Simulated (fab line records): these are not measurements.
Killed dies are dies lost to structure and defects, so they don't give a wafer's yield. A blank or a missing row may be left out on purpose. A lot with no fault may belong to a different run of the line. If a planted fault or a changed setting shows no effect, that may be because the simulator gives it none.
Lot-split experiment / flow sfq line / route with 325 steps; 5 lots, 23 wafers read

## THE SPLIT ITSELF
At SFQ_TRILAYER_I4_VIA_LITHO_COAT_108 (resist thk 62 nm), the setting spin rpm was moved away from the recipe's 3000 rpm on 11 of the 23 wafers read, by -5.7% to +2.4%. This setting was run at the recipe's value on the other wafers.

The reading comes from the split's own step.

## THE READING
BARC_of_TRILAYER_I4_VIA_LITHO_COAT_108.thk nm (the simulator's own value, which no gauge read), in nm, at SFQ_TRILAYER_I4_VIA_LITHO_COAT_108 (resist thk 62 nm). There is no usual value for it anywhere in the file. Across the 12 wafers here that went through the recipe, the average is 61.95 nm and the standard deviation 0.082 nm.

wafer=L075.3; tool, chamber at the split=litho track-02, 0; spin rpm as run, rpm=3000; against the recipe=recipe; BARC_of_TRILAYER_I4_VIA_LITHO_COAT_108.thk nm, nm=61.95; against lot-mates on the recipe=-
wafer=L075.4; tool, chamber at the split=litho track-02, 0; spin rpm as run, rpm=3000; against the recipe=recipe; BARC_of_TRILAYER_I4_VIA_LITHO_COAT_108.thk nm, nm=61.91; against lot-mates on the recipe=-
wafer=L075.5; tool, chamber at the split=litho track-02, 0; spin rpm as run, rpm=3000; against the recipe=recipe; BARC_of_TRILAYER_I4_VIA_LITHO_COAT_108.thk nm, nm=62.04; against lot-mates on the recipe=-
wafer=L079.1; tool, chamber at the split=litho track-02, 0; spin rpm as run, rpm=3073; against the recipe=+2.4%; BARC_of_TRILAYER_I4_VIA_LITHO_COAT_108.thk nm, nm=61.18; against lot-mates on the recipe=-0.65
wafer=L079.5; tool, chamber at the split=litho track-02, 0; spin rpm as run, rpm=3073; against the recipe=+2.4%; BARC_of_TRILAYER_I4_VIA_LITHO_COAT_108.thk nm, nm=61.18; against lot-mates on the recipe=-0.65
wafer=L079.2; tool, chamber at the split=litho track-02, 0; spin rpm as run, rpm=3073; against the recipe=+2.4%; BARC_of_TRILAYER_I4_VIA_LITHO_COAT_108.thk nm, nm=61.09; against lot-mates on the recipe=-0.73
wafer=L079.4; tool, chamber at the split=litho track-02, 0; spin rpm as run, rpm=3000; against the recipe=recipe; BARC_of_TRILAYER_I4_VIA_LITHO_COAT_108.thk nm, nm=61.79; against lot-mates on the recipe=-
wafer=L079.6; tool, chamber at the split=litho track-02, 0; spin rpm as run, rpm=3000; against the recipe=recipe; BARC_of_TRILAYER_I4_VIA_LITHO_COAT_108.thk nm, nm=61.86; against lot-mates on the recipe=-
wafer=L080.1; tool, chamber at the split=litho track-02, 0; spin rpm as run, rpm=2857; against the recipe=-4.8%; BARC_of_TRILAYER_I4_VIA_LITHO_COAT_108.thk nm, nm=63.69; against lot-mates on the recipe=+1.78
wafer=L080.2; tool, chamber at the split=litho track-02, 0; spin rpm as run, rpm=3000; against the recipe=recipe; BARC_of_TRILAYER_I4_VIA_LITHO_COAT_108.thk nm, nm=61.91; against lot-mates on the recipe=-
wafer=L080.5; tool, chamber at the split=litho track-02, 0; spin rpm as run, rpm=3000; against the recipe=recipe; BARC_of_TRILAYER_I4_VIA_LITHO_COAT_108.thk nm, nm=61.91; against lot-mates on the recipe=-
wafer=L080.3; tool, chamber at the split=litho track-02, 0; spin rpm as run, rpm=2857; against the recipe=-4.8%; BARC_of_TRILAYER_I4_VIA_LITHO_COAT_108.thk nm, nm=63.53; against lot-mates on the recipe=+1.62
wafer=L080.4; tool, chamber at the split=litho track-02, 0; spin rpm as run, rpm=2857; against the recipe=-4.8%; BARC_of_TRILAYER_I4_VIA_LITHO_COAT_108.thk nm, nm=63.43; against lot-mates on the recipe=+1.52
wafer=L081.1; tool, chamber at the split=litho track-01, 0; spin rpm as run, rpm=3000; against the recipe=recipe; BARC_of_TRILAYER_I4_VIA_LITHO_COAT_108.thk nm, nm=62.05; against lot-mates on the recipe=-
wafer=L081.2; tool, chamber at the split=litho track-01, 0; spin rpm as run, rpm=2829; against the recipe=-5.7%; BARC_of_TRILAYER_I4_VIA_LITHO_COAT_108.thk nm, nm=63.87; against lot-mates on the recipe=+1.88
wafer=L081.3; tool, chamber at the split=litho track-01, 0; spin rpm as run, rpm=3000; against the recipe=recipe; BARC_of_TRILAYER_I4_VIA_LITHO_COAT_108.thk nm, nm=61.89; against lot-mates on the recipe=-
wafer=L081.5; tool, chamber at the split=litho track-01, 0; spin rpm as run, rpm=2829; against the recipe=-5.7%; BARC_of_TRILAYER_I4_VIA_LITHO_COAT_108.thk nm, nm=63.97; against lot-mates on the recipe=+1.98
wafer=L081.6; tool, chamber at the split=litho track-01, 0; spin rpm as run, rpm=3000; against the recipe=recipe; BARC_of_TRILAYER_I4_VIA_LITHO_COAT_108.thk nm, nm=62.03; against lot-mates on the recipe=-
wafer=L083.2; tool, chamber at the split=litho track-02, 0; spin rpm as run, rpm=3000; against the recipe=recipe; BARC_of_TRILAYER_I4_VIA_LITHO_COAT_108.thk nm, nm=61.97; against lot-mates on the recipe=-
wafer=L083.3; tool, chamber at the split=litho track-02, 0; spin rpm as run, rpm=3000; against the recipe=recipe; BARC_of_TRILAYER_I4_VIA_LITHO_COAT_108.thk nm, nm=62.07; against lot-mates on the recipe=-
wafer=L083.4; tool, chamber at the split=litho track-02, 0; spin rpm as run, rpm=3067; against the recipe=+2.2%; BARC_of_TRILAYER_I4_VIA_LITHO_COAT_108.thk nm, nm=61.38; against lot-mates on the recipe=-0.64
wafer=L083.5; tool, chamber at the split=litho track-02, 0; spin rpm as run, rpm=3067; against the recipe=+2.2%; BARC_of_TRILAYER_I4_VIA_LITHO_COAT_108.thk nm, nm=61.33; against lot-mates on the recipe=-0.69
wafer=L083.6; tool, chamber at the split=litho track-02, 0; spin rpm as run, rpm=3067; against the recipe=+2.2%; BARC_of_TRILAYER_I4_VIA_LITHO_COAT_108.thk nm, nm=61.55; against lot-mates on the recipe=-0.47

THE FIT
A straight line over all 23 wafers: BARC_of_TRILAYER_I4_VIA_LITHO_COAT_108.thk nm changes by -0.327 nm for each +1% of spin rpm; r = -0.99; the points scatter about the line by 0.11 nm.
The same after taking each lot's own level away (the mean of its wafers on the recipe; 23 wafers): -0.324 nm for each +1%; r = -0.99; scatter 0.09 nm.
The reading moves by 1.8 nm for the largest change in spin rpm, on that fit.
From 61.825 to 62.020 nm: that is the span of the lots' own levels, equal to 2.4 times the standard deviation above.
Hence the lot-to-lot level has little effect on the slope; both slopes agree.
Check: +1.9 nm against its lot-mates is what the line predicts for one of the wafers moved furthest among these (-5.7%) when that wafer is left out of the fit. It came out at +1.88 nm against them.

## THESE WAFERS: OTHER SPLITS
Note: prior to the reading, these wafers also went through further splits. Each is held against what the fit with the lots' levels taken away leaves over:
other split on the same wafers=SFQ_TRILAYER_I2_CMP_CMP_064 down force psi; wafers away from the commonest value=12; r with BARC_of_TRILAYER_I4_VIA_LITHO_COAT_108.thk nm (lot level and that fit taken away)=-0.08
other split on the same wafers=SFQ_TRILAYER_I2_VIA_BARC_OPEN_VIA_ETCH_096 source w; wafers away from the commonest value=10; r with BARC_of_TRILAYER_I4_VIA_LITHO_COAT_108.thk nm (lot level and that fit taken away)=-0.35
other split on the same wafers=SFQ_TRILAYER_M3_LITHO_PEB_078 peb time s; wafers away from the commonest value=11; r with BARC_of_TRILAYER_I4_VIA_LITHO_COAT_108.thk nm (lot level and that fit taken away)=+0.18
other split on the same wafers=SFQ_TRILAYER_M3_BARC_OPEN_METAL_ETCH_100 time s; wafers away from the commonest value=7; r with BARC_of_TRILAYER_I4_VIA_LITHO_COAT_108.thk nm (lot level and that fit taken away)=-0.28
other split on the same wafers=SFQ_TRILAYER_I3_CMP_CMP_082 leave above ref nm; wafers away from the commonest value=6; r with BARC_of_TRILAYER_I4_VIA_LITHO_COAT_108.thk nm (lot level and that fit taken away)=-0.20
other split on the same wafers=SFQ_TRILAYER_I3_VIA_BARC_OPEN_VIA_ETCH_121 source w; wafers away from the commonest value=8; r with BARC_of_TRILAYER_I4_VIA_LITHO_COAT_108.thk nm (lot level and that fit taken away)=+0.20
other split on the same wafers=SFQ_TRILAYER_M4_DEP_SPUTTER_091 time s; wafers away from the commonest value=8; r with BARC_of_TRILAYER_I4_VIA_LITHO_COAT_108.thk nm (lot level and that fit taken away)=+0.24
other split on the same wafers=SFQ_TRILAYER_M4_LITHO_COAT_093 resist thk nm; wafers away from the commonest value=5; r with BARC_of_TRILAYER_I4_VIA_LITHO_COAT_108.thk nm (lot level and that fit taken away)=-0.17
other split on the same wafers=SFQ_TRILAYER_M4_ETCH_METAL_ETCH_096 time s; wafers away from the commonest value=8; r with BARC_of_TRILAYER_I4_VIA_LITHO_COAT_108.thk nm (lot level and that fit taken away)=-0.01

## FILE'S OWN FIT
BARC_of_TRILAYER_I4_VIA_LITHO_COAT_108.thk nm changes by -0.329 nm for each +1% of spin rpm, r = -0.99.
